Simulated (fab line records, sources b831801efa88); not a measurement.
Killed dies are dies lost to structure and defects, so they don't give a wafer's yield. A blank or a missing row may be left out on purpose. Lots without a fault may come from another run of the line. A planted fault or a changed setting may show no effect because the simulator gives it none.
fab line records | flow sky130
record lots=13 wafers=39 last_day=51
route steps=708 shown SONOS_ONO@183 LDD_N@244 POLY_CUT@316 SD_P@324
lots that met no fault: from a run of the same line without faults
start_h: hours from the record's first day to the start of the lot's first wafer shown | wait_h: hours since the lot's step before | " the same as in the row above | L1.1+2: a row that stands for several wafers | - no value, or no start given | * or withheld: withheld | < > ~ a bound
route shown NAME@n: a module of which the file shows steps, and the number in the route of the first | usual: mean/standard deviation of fault-free wafers | same: alike in all rows | chamber/n: place in a boat | sites: the reading at each site | _std_site: their standard deviation | _edge_site: outer sites' mean less inner sites' | radius_mm: how far each site lies from the wafer's centre | mask NAME#n: copy n | behind: the tool/chamber that last shaped the wafer | hold: why the lot was held/for how many hours/how that ended | device: the transistor (n, p or np) that didn't switch | end of line: the same wafers' tests at the end of the route | a step without rows: its recipe alone | killed: dies lost to structure and defects at the first sort, not the wafer's yield | map: a wafer's dies, x killed, . not, _ none there
set.NAME: the setting as run; set.NAME@STEP: as run at that earlier step | model.NAME: the simulator's own value behind a step, which no gauge read
steps of the route over a sample of lots; a table a step, a row a wafer
services: from which hour (start_h, from the record's first day; less than 0 if before it) a tool's chamber was out of use, for how many hours, and why
## steps
# step SKY_SONOS_ONO_ETCH_15
# recipe target_depth_nm=19.52 chemistry=CHF3/O2 source_w=600 bias_w=200 pressure_mtorr=40 chf3_flow_sccm=50 O2_flow_sccm=5 time_s=7.8
# usual drypump_motor_current_A=5.6/0.53 oes_product_au=0.999/0.017 throttle_valve_pct=8.825/0.0097
# same time_s=7.8
# columns lot.wafer tool chamber start_h wait_h drypump_motor_current_A oes_product_au rf_hours_counter_h throttle_valve_pct
L868.1 rie_diel-02 2 314.39 0.0 6.2 1.006 10 8.826
L868.4 " 1 " " 5.5 0.988 44 8.812
L868.6 " 1 " " 5.5 0.984 - 8.815
L872.3 rie_diel-02 3 339.09 0.0 6.0 1.024 108 8.838
L872.5 " 2 " " 6.2 1.004 - 8.831
L872.6 " 3 " " 6.0 1.017 - 8.832
L874.1 rie_diel-03 2 346.09 0.0 5.6 1.005 34 8.823
L874.2 " 0 " " 5.8 1.004 41 8.833
L874.3 " 1 " " 5.3 1.020 10 8.836
L876.2 rie_diel-04 1 369.84 0.0 4.9 0.984 4 8.831
L876.4 " 2 " " 6.2 1.027 2 8.828
L876.6 " 2 " " 6.2 1.031 - 8.823
L877.1 rie_diel-02 1 372.49 0.0 5.5 1.012 45 8.828
L877.4 " 0 " " 6.2 0.995 2 8.840
L877.6 " 1 " " 5.5 0.999 - 8.851
L880.3 rie_diel-04 2 401.29 0.0 6.1 1.019 3 8.834
L880.4 " 3 " " 4.7 0.989 17 8.815
L880.6 " 3 " " 4.8 0.994 - 8.823
L879.1 rie_diel-04 1 401.86 0.0 4.9 0.986 4 8.822
L879.4 " 3 " " 4.7 0.992 17 8.825
L879.5 " 2 " " 6.2 1.016 - 8.842
L882.1 rie_diel-04 1 423.45 0.0 4.9 0.987 5 8.822
L882.2 " 3 " " 4.8 0.985 18 8.824
L882.5 " 2 " " 6.2 1.021 - 8.818
L886.2 rie_diel-04 0 439.51 0.0 5.7 1.006 6 8.832
L886.3 " 3 " " 4.7 0.992 18 8.827
L886.4 " 2 " " 6.2 1.038 3 8.834
L887.2 rie_diel-02 0 463.21 0.0 6.2 0.964 4 8.818
L887.3 " 3 " " 6.0 0.994 1 8.829
L887.4 " 1 " " 5.5 0.986 - 8.825
L888.1 rie_diel-03 2 465.59 0.0 5.6 0.997 36 8.820
L888.4 " 0 " " 5.8 1.026 43 8.832
L888.5 " 1 " " 5.3 1.011 - 8.851
L889.1 rie_diel-04 3 466.79 0.0 4.8 0.988 18 8.814
L889.4 " 1 " " 4.9 0.981 5 8.841
L889.6 " 2 " " 6.2 1.026 - 8.827
L890.1 rie_diel-03 3 486.29 0.0 6.3 0.986 68 8.833
L890.3 " 1 " " 5.3 1.013 13 8.818
L890.4 " 3 " " 6.3 0.993 - 8.821
# step SKY_LDD_N_OVL_MEAS_07
# usual LDD_N_OVL=0.0/1.5
# columns lot.wafer tool chamber start_h wait_h LDD_N_OVL[nm]
L868.1 overlay-01 - 445.78 0.1 -1.8
L868.4 " - " " 0.6
L868.6 " - " " -0.7
L872.3 overlay-01 - 471.17 0.1 -4.6
L872.5 " - " " -2.7
L872.6 " - " " -2.1
L874.1 overlay-02 - 476.68 0.1 -2.9
L874.2 " - " " 1.1
L874.3 " - " " -2.1
L876.2 overlay-01 - 503.09 0.1 3.3
L876.4 " - " " 3.6
L876.6 " - " " -0.2
L877.1 overlay-02 - 507.06 0.1 -0.2
L877.4 " - " " -0.9
L877.6 " - " " -0.9
L880.3 overlay-02 - 533.39 0.1 0.8
L880.4 " - " " 0.6
L880.6 " - " " -0.6
L879.1 overlay-02 - 537.06 0.1 1.0
L879.4 " - " " 0.3
L879.5 " - " " 0.0
L882.1 overlay-02 - 555.83 0.1 1.3
L882.2 " - " " -0.7
L882.5 " - " " 0.4
L886.2 overlay-02 - 570.21 0.1 0.1
L886.3 " - " " 2.1
L886.4 " - " " 1.6
L887.2 overlay-02 - 592.59 0.1 -0.1
L887.3 " - " " 1.2
L887.4 " - " " 1.4
L888.1 overlay-02 - 596.31 0.1 -1.9
L888.4 " - " " 0.6
L888.5 " - " " 0.0
L889.1 overlay-02 - 597.48 0.1 2.7
L889.4 " - " " -0.2
L889.6 " - " " 3.5
L890.1 overlay-02 - 615.93 0.1 0.1
L890.3 " - " " 0.3
L890.4 " - " " -1.1
# step SKY_POLY_CUT_OVL_MEAS_09
# usual POLY_CUT_OVL=-1/5.6
# columns lot.wafer tool chamber start_h wait_h POLY_CUT_OVL[nm]
L868.1 overlay-02 - 603.03 0.1 -4
L868.4 " - " " 0
L868.6 " - " " -4
L872.3 overlay-01 - 625.54 0.1 7
L872.5 " - " " 3
L872.6 " - " " 14
L874.1 overlay-01 - 630.60 0.1 1
L874.2 " - " " -6
L874.3 " - " " 9
L876.2 overlay-01 - 655.88 0.1 4
L876.4 " - " " 3
L876.6 " - " " 0
L877.1 overlay-02 - 658.74 0.1 4
L877.4 " - " " 1
L877.6 " - " " 0
L880.3 overlay-01 - 683.99 0.1 -4
L880.4 " - " " -2
L880.6 " - " " -4
L879.1 overlay-01 - 687.30 0.1 -11
L879.4 " - " " -13
L879.5 " - " " -13
L882.1 overlay-02 - 705.05 0.1 -4
L882.2 " - " " 6
L882.5 " - " " -7
L886.2 overlay-02 - 720.01 0.1 3
L886.3 " - " " 0
L886.4 " - " " 7
L887.2 overlay-02 - 740.03 0.1 1
L887.3 " - " " -9
L887.4 " - " " -1
L888.1 overlay-02 - 744.79 0.1 -4
L888.4 " - " " -7
L888.5 " - " " -1
L889.1 overlay-01 - 746.25 0.1 -7
L889.4 " - " " 1
L889.6 " - " " -7
L890.1 overlay-01 - 762.05 0.1 -4
L890.3 " - " " 0
L890.4 " - " " -18
# step SKY_SD_P_EXPOSE_04
# recipe mask_id=PSDM na=0.6 source_shape=conventional sigma_outer=0.6 polarization=unpolarized target_cd_nm=380 dose_mj=138
# columns lot.wafer tool chamber start_h wait_h mask
L868.1+4+6 iline_stepper-02 0 619.47 - PSDM#0
L872.3+5+6 iline_stepper-02 0 640.42 - PSDM#0
L874.1+2+3 iline_stepper-02 0 646.91 - PSDM#0
L876.2+4+6 iline_stepper-01 0 670.19 - PSDM#0
L877.1+4+6 iline_stepper-01 0 674.22 - PSDM#0
L880.3+4+6 iline_stepper-02 0 697.96 - PSDM#0
L879.1+4+5 iline_stepper-01 0 702.14 - NSDM#0
L882.1+2+5 iline_stepper-01 0 718.96 - PSDM#0
L886.2+3+4 iline_stepper-02 0 735.03 - PSDM#0
L887.2+3+4 iline_stepper-01 0 753.51 - PSDM#0
L888.1+4+5 iline_stepper-01 0 758.63 - PSDM#0
L889.1+4+6 iline_stepper-02 0 760.32 - PSDM#0
L890.1+3+4 iline_stepper-01 0 775.76 - PSDM#0
# step SKY_SD_P_CD_MEAS_07
# recipe target_cd_nm=380
# usual cd_nm=378.8/2.1
# columns lot.wafer tool chamber start_h wait_h cd_nm
L868.1 cd_sem-01 - 632.93 0.1 381.9
L868.4 " - " " 382.5
L868.6 " - " " 383.3
L872.3 cd_sem-02 - 654.42 0.1 379.0
L872.5 " - " " 376.4
L872.6 " - " " 378.3
L874.1 cd_sem-01 - 659.82 0.1 379.5
L874.2 " - " " 378.5
L874.3 " - " " 378.1
L876.2 cd_sem-02 - 683.89 0.1 378.6
L876.4 " - " " 378.8
L876.6 " - " " 380.4
L877.1 cd_sem-01 - 687.48 0.1 380.3
L877.4 " - " " 380.3
L877.6 " - " " 380.2
L880.3 cd_sem-02 - 712.81 0.1 381.8
L880.4 " - " " 380.5
L880.6 " - " " 383.7
L879.1 cd_sem-01 - 716.33 0.1 -
L879.4 " - " " -
L879.5 " - " " -
L882.1 cd_sem-01 - 733.28 0.1 375.5
L882.2 " - " " 377.6
L882.5 " - " " 376.4
L886.2 cd_sem-01 - 748.00 0.1 378.5
L886.3 " - " " 376.7
L886.4 " - " " 379.0
L887.2 cd_sem-02 - 766.75 0.1 378.3
L887.3 " - " " 376.6
L887.4 " - " " 378.3
L888.1 cd_sem-01 - 772.38 0.1 375.7
L888.4 " - " " 378.0
L888.5 " - " " 376.2
L889.1 cd_sem-01 - 773.93 0.1 377.6
L889.4 " - " " 377.1
L889.6 " - " " 376.8
L890.1 cd_sem-01 - 789.83 0.1 381.7
L890.3 " - " " 381.0
L890.4 " - " " 381.3
# step SKY_SD_P_TW_MEAS_11
# usual SD_P_TW=2806/38
# columns lot.wafer tool chamber start_h wait_h SD_P_TW
L868.1 film_metro-01 - 633.34 0.1 2745
L868.4 " - " " 2747
L868.6 " - " " 2745
L872.3 film_metro-02 - 654.81 0.1 2798
L872.5 " - " " 2795
L872.6 " - " " 2786
L874.1 film_metro-01 - 660.23 0.1 2748
L874.2 " - " " 2738
L874.3 " - " " 2745
L876.2 film_metro-04 - 684.29 0.1 2857
L876.4 " - " " 2848
L876.6 " - " " 2863
L877.1 film_metro-02 - 687.89 0.1 2800
L877.4 " - " " 2808
L877.6 " - " " 2795
L880.3 film_metro-02 - 713.20 0.1 2829
L880.4 " - " " 2830
L880.6 " - " " 2818
L879.1 film_metro-04 - 716.74 0.1 30
L879.4 " - " " 30
L879.5 " - " " 30
L882.1 film_metro-01 - 733.69 0.1 2779
L882.2 " - " " 2773
L882.5 " - " " 2770
L886.2 film_metro-02 - 748.40 0.1 2825
L886.3 " - " " 2812
L886.4 " - " " 2820
L887.2 film_metro-01 - 767.15 0.1 2719
L887.3 " - " " 2734
L887.4 " - " " 2736
L888.1 film_metro-02 - 772.79 0.1 2807
L888.4 " - " " 2803
L888.5 " - " " 2799
L889.1 film_metro-04 - 774.34 0.1 2843
L889.4 " - " " 2864
L889.6 " - " " 2868
L890.1 film_metro-02 - 790.24 0.1 2799
L890.3 " - " " 2818
L890.4 " - " " 2801
## services
# columns tool chamber start_h hours kind
iline_stepper-02 - 350.15 1.7 pm
iline_stepper-02 - 394.93 1.2 repair
rie_diel-04 3 452.55 7.5 repair
rie_diel-04 - 457.69 2.6 repair
rie_diel-04 0 494.50 4.2 repair
iline_stepper-02 - 495.21 2.1 pm
iline_stepper-01 - 497.29 1.7 pm
iline_stepper-01 - 516.70 3.9 repair
rie_diel-04 0 526.51 10.2 repair
iline_stepper-02 - 545.23 1.6 repair
rie_diel-04 1 551.87 5.6 repair
rie_diel-04 - 552.44 4.3 pm
iline_stepper-02 - 568.31 1.7 pm
rie_diel-04 1 597.58 9.6 repair
iline_stepper-01 - 603.98 4.9 repair
rie_diel-04 2 614.17 3.0 repair
rie_diel-04 3 665.18 6.1 repair
rie_diel-04 - 692.05 0.8 repair
iline_stepper-01 - 713.60 1.7 pm
rie_diel-04 3 716.71 4.6 repair
rie_diel-04 - 761.18 1.9 repair
rie_diel-04 0 764.69 8.2 repair
iline_stepper-01 - 765.22 2.9 repair
rie_diel-04 1 772.64 8.8 repair
## key
first_sign step=SKY_SD_P_EXPOSE_04 reading=mask direction=changed
effect step=SKY_SD_P_CD_MEAS_07 reading=cd_nm direction=missing
effect step=SKY_SD_P_TW_MEAS_11 reading=SD_P_TW direction=down sigmas=72 usual=2806 struck=30
met_at SKY_SD_P_EXPOSE_04
struck_lots L879
sort_left_out L879.1,L879.4,L879.5
tester_left_out L879
not_acting_at SKY_SONOS_ONO_ETCH_15,SKY_LDD_N_OVL_MEAS_07,SKY_POLY_CUT_OVL_MEAS_09
onset_between 674.22 702.14
fault kind=wrong_mask tool=any chamber=- onset_h=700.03 steps=SKY_SD_P_EXPOSE_04 aux_copy=NSDM#0 scope=struck_lots_only
# tester_left_out: of these lots the tester's yield and bins aren't shown, on N5 and GAA mostly nor the transistor test; their killed dies are dies lost to structure and defects alone, not to doping, threshold or leakage, so they don't give the yield
# sort_left_out: the simulated sort isn't trusted on such a fault, so these wafers' sort isn't shown, and their yield isn't known
